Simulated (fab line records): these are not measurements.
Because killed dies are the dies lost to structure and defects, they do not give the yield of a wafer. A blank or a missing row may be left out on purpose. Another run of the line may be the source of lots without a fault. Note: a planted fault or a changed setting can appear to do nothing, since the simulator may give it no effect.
The tool behind it: which one? | flow gf180mcu | 12 lots, 36 wafers sampled, at 4 steps of a route of 602

## WHAT EACH GAUGE READ, for each wafer
GF_VT_IMPLANT_OVL_MEAS_07. Usual: VT_IMPLANT_OVL typically reads -0.5 nm, with standard deviation 1.1.
lot  | measured     | on         | VT_IMPLANT_OVL (nm) | flag
L456 | day 5 15:00  | overlay-02 | -2.7 -0.1 -0.8      |
L457 | day 5 21:10  | overlay-02 | -0.4 0.0 -1.0       |
L458 | day 6 01:42  | overlay-02 | 0.9 -0.9 -1.7       |
L459 | day 6 10:44  | overlay-01 | -1.5 -1.1 -1.2      |
L460 | day 6 14:17  | overlay-01 | 1.7 0.6 -0.4        |
L468 | day 8 15:03  | overlay-02 | -1.1 -0.2 -0.4      |
L470 | day 9 05:40  | overlay-01 | -1.6 -2.6 -3.4      |
L471 | day 9 13:33  | overlay-02 | 0.1 0.4 -1.7        |
L472 | day 9 17:53  | overlay-02 | -0.1 -1.1 -2.0      |
L473 | day 10 00:21 | overlay-02 | -1.1 -0.7 -0.1      |
L478 | day 11 17:14 | overlay-02 | -1.6 1.6 -0.5       |
L479 | day 11 17:32 | overlay-02 | -2.2 0.9 0.1        |

GF_HV_LDD_THK_MEAS_57. Usual: HV_LDD_CVD_56_THK typically reads 89.8 nm, with standard deviation 1.
lot  | measured     | on            | HV_LDD_CVD_56_THK (nm)        | flag
L456 | day 12 14:03 | film metro-04 | 88.0 89.4 88.3                |
L457 | day 12 19:32 | film metro-04 | 90.2 90.2 89.9                |
L458 | day 12 22:29 | film metro-04 | 90.2 90.5 91.0                |
L459 | day 13 11:02 | film metro-01 | 90.2 90.0 89.8                |
L460 | day 13 15:16 | film metro-03 | 90.3 89.4 89.3                |
L468 | day 16 16:47 | film metro-04 | 80.7 80.7 79.9 80.7 80.7 79.9 | OFF
L470 | day 17 09:37 | film metro-04 | 88.3 88.2 88.7                |
L471 | day 17 16:40 | film metro-04 | 87.8 88.2 88.7                |
L472 | day 17 21:59 | film metro-04 | 90.4 90.3 89.2                |
L473 | day 18 04:09 | film metro-03 | 89.9 89.1 89.5                |
L478 | day 20 12:04 | film metro-03 | 91.6 90.6 91.2                |
L479 | day 20 13:41 | film metro-04 | 90.8 90.4 90.9                |

## EACH LOT AND THE TOOL THAT RAN IT (in order: tool; ch and the chambers of the sampled wafers; start)
lot  | GF_STI_CMP_25                | GF_HV_LDD_CVD_56
L456 | cmp-01 ch 0,1,2, day 2 03:11 | lpcvd-02 ch 0, day 12 12:37
L457 | cmp-02 ch 1,2,3, day 2 08:27 | lpcvd-02 ch 1, day 12 18:06
L458 | cmp-02 ch 0,1,2, day 2 12:31 | lpcvd-01 ch 1, day 12 21:03
L459 | cmp-01 ch 0,1, day 2 19:10   | lpcvd-02 ch 0, day 13 09:37
L460 | cmp-02 ch 1,3, day 3 00:34   | lpcvd-02 ch 1, day 13 13:50
L468 | cmp-01 ch 0,2,3, day 4 18:26 | lpcvd-01 ch 0, day 16 15:21
L470 | cmp-01 ch 0,2,3, day 5 03:58 | lpcvd-02 ch 1, day 17 08:11
L471 | cmp-01 ch 1,2,3, day 5 09:04 | lpcvd-02 ch 1, day 17 15:14
L472 | cmp-02 ch 0,1, day 5 15:08   | lpcvd-02 ch 0, day 17 20:33
L473 | cmp-02 ch 0,2,3, day 5 19:15 | lpcvd-02 ch 1, day 18 02:43
L478 | cmp-01 ch 1,2, day 7 01:46   | lpcvd-02 ch 0, day 20 09:55
L479 | cmp-02 ch 1,2, day 7 01:49   | lpcvd-01 ch 0, day 20 10:29
- GF_STI_CMP_25: polishes, stops on Si3N4, t overpolish 33 s, target thk 524.6 nm.
- GF_HV_LDD_CVD_56: deposits Si3N4 from DCS/NH3, target thk 90 nm, time 1543 s.

## WHAT THE TOOLS THEMSELVES READ (means of the sampled wafers that have a number; where no wafer has one, the mark that the record gives instead)
GF_STI_CMP_25. Usual: motor current A 11.8 A, standard deviation 1; overpolish run s 33.001 s, standard deviation 0.0082; platen rpm 60.00 rpm, standard deviation 0.041; time to endpoint s 125 s, standard deviation 5.3.
lot  | tool   | motor current A (A) | overpolish run s (s) | platen rpm (rpm) | time to endpoint s (s) | flag
L456 | cmp-01 | 11.3                | 33.004               | 60.00            | 124                    |
L457 | cmp-02 | 11.5                | 33.000               | 60.03            | 124                    |
L458 | cmp-02 | 11.8                | 33.004               | 59.98            | 127                    |
L459 | cmp-01 | 11.0                | 32.999               | 60.02            | 131                    |
L460 | cmp-02 | 12.1                | 32.997               | 60.01            | 121                    |
L468 | cmp-01 | 12.5                | 32.995               | 59.97            | 123                    |
L470 | cmp-01 | 12.2                | 32.995               | 60.02            | 124                    |
L471 | cmp-01 | 12.2                | 33.000               | 60.05            | 127                    |
L472 | cmp-02 | 11.3                | 33.006               | 60.02            | 128                    |
L473 | cmp-02 | 12.2                | 33.001               | 59.98            | 125                    |
L478 | cmp-01 | 12.1                | 33.004               | 60.00            | 115                    |
L479 | cmp-02 | 10.9                | 32.995               | 59.98            | 125                    |

GF_HV_LDD_CVD_56. Usual: spike tc bottom C at 790.4 C, with a standard deviation of 1.2.
lot  | tool     | spike tc bottom C (C) | flag
L456 | lpcvd-02 | 790.9                 |
L457 | lpcvd-02 | 791.4                 |
L458 | lpcvd-01 | 789.0                 |
L459 | lpcvd-02 | 790.8                 |
L460 | lpcvd-02 | 790.9                 |
L468 | lpcvd-01 | 791.8                 |
L470 | lpcvd-02 | 791.0                 |
L471 | lpcvd-02 | 791.8                 |
L472 | lpcvd-02 | 791.1                 |
L473 | lpcvd-02 | 790.8                 |
L478 | lpcvd-02 | 791.4                 |
L479 | lpcvd-01 | 790.0                 |

## THE ANSWER, worked out from the rows above alone
Rule: lot off if the mean of its wafers having a number is beyond 3 standard deviations from the usual mean. A lot without any number at a reading at which 4 lots or more have one is off too. The other lots that the step has rows for count as sound. The gauges are gone through in route order, then the tools' own readings, and for those a lot's mean is taken as printed above. At the first step where some lot is off, the reading lying furthest off is the one used; lots without a number count as furthest.
Off: at GF_HV_LDD_THK_MEAS_57 (HV_LDD_CVD_56_THK), L468.
A tool fits if, at a process step before that reading, it ran every lot that is off, and no sound lot after the first of them. The gauges at GF_HV_LDD_THK_MEAS_57 are tried like those tools. No candidate that was tried fits.

## WHAT THE SIMULATOR PUT IN
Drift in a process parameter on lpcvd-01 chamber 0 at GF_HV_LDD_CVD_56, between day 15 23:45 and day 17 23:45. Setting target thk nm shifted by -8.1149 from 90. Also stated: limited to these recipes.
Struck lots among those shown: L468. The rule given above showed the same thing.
